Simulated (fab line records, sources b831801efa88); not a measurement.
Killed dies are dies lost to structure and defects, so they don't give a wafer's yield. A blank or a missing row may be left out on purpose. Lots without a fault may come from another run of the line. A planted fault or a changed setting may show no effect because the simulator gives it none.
Chamber matching | flow sky130 | SKY_VIA1_CMP_24 on cmp-01: 4 sister chambers
The step polishes, stops on SiO2, t overpolish 15 s, target thk 0 nm. 8 wafers are shown with their chamber, then 12 later ones without.

WAFERS WITH THEIR CHAMBER
wafer  | chamber | motor_current_A (A) | time_to_endpoint_s (s)
L084.1 | 0       | 11.6                | 68
L087.3 | 2       | 11.3                | 64
L089.1 | 3       | 12.2                | 66
L089.2 | 2       | 11.2                | 71
L089.4 | 1       | 9.9                 | 66
L091.1 | 1       | 10.0                | 68
L091.2 | 3       | 11.6                | 66
L091.3 | 0       | 11.4                | 69

WAFERS WITHOUT THEIR CHAMBER
wafer  | motor_current_A (A) | time_to_endpoint_s (s)
L093.1 | 12.2                | 64
L093.2 | 11.4                | 68
L093.3 | 11.4                | 72
L094.2 | 11.1                | 67
L094.3 | 11.2                | 70
L094.4 | 12.1                | 69
L096.2 | 11.2                | 75
L096.3 | 11.7                | 70
L096.5 | 11.5                | 68
L097.1 | 11.5                | 69
L097.5 | 11.3                | 68
L097.6 | 11.5                | 67

WHICH CHAMBER EACH WENT THROUGH
wafer  | from the rows above          | in truth
L093.1 | can't be placed: 3 or 0      | 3
L093.2 | can't be placed: 0 or 2 or 3 | 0
L093.3 | can't be placed: 0 or 2 or 3 | 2
L094.2 | can't be placed: 2 or 0      | 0
L094.3 | can't be placed: 2 or 0      | 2
L094.4 | can't be placed: 3 or 0      | 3
L096.2 | can't be placed: 0 or 2 or 3 | 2
L096.3 | can't be placed: 0 or 3 or 2 | 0
L096.5 | can't be placed: 0 or 2 or 3 | 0
L097.1 | can't be placed: 0 or 2 or 3 | 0
L097.5 | can't be placed: 2 or 0      | 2
L097.6 | can't be placed: 0 or 2 or 3 | 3
Placed correctly: 0 of 12. Can't be placed from these rows: 12 (the true chamber is among the candidates in 12). Placed wrongly: 0.
How it was worked out, from the rows above alone: a wafer's distance from a chamber is the root of the sum, over the readings, of the square of ((its reading less the chamber's mean) divided by the reading's scatter). The wafer belongs to the nearest chamber; if the next one is less than 2 further off, it can't be placed. A chamber's mean is the mean of its shown wafers. The scatter: the root of (the sum of the squares of (reading less its chamber's mean) over the shown wafers, divided by (wafers less chambers)).
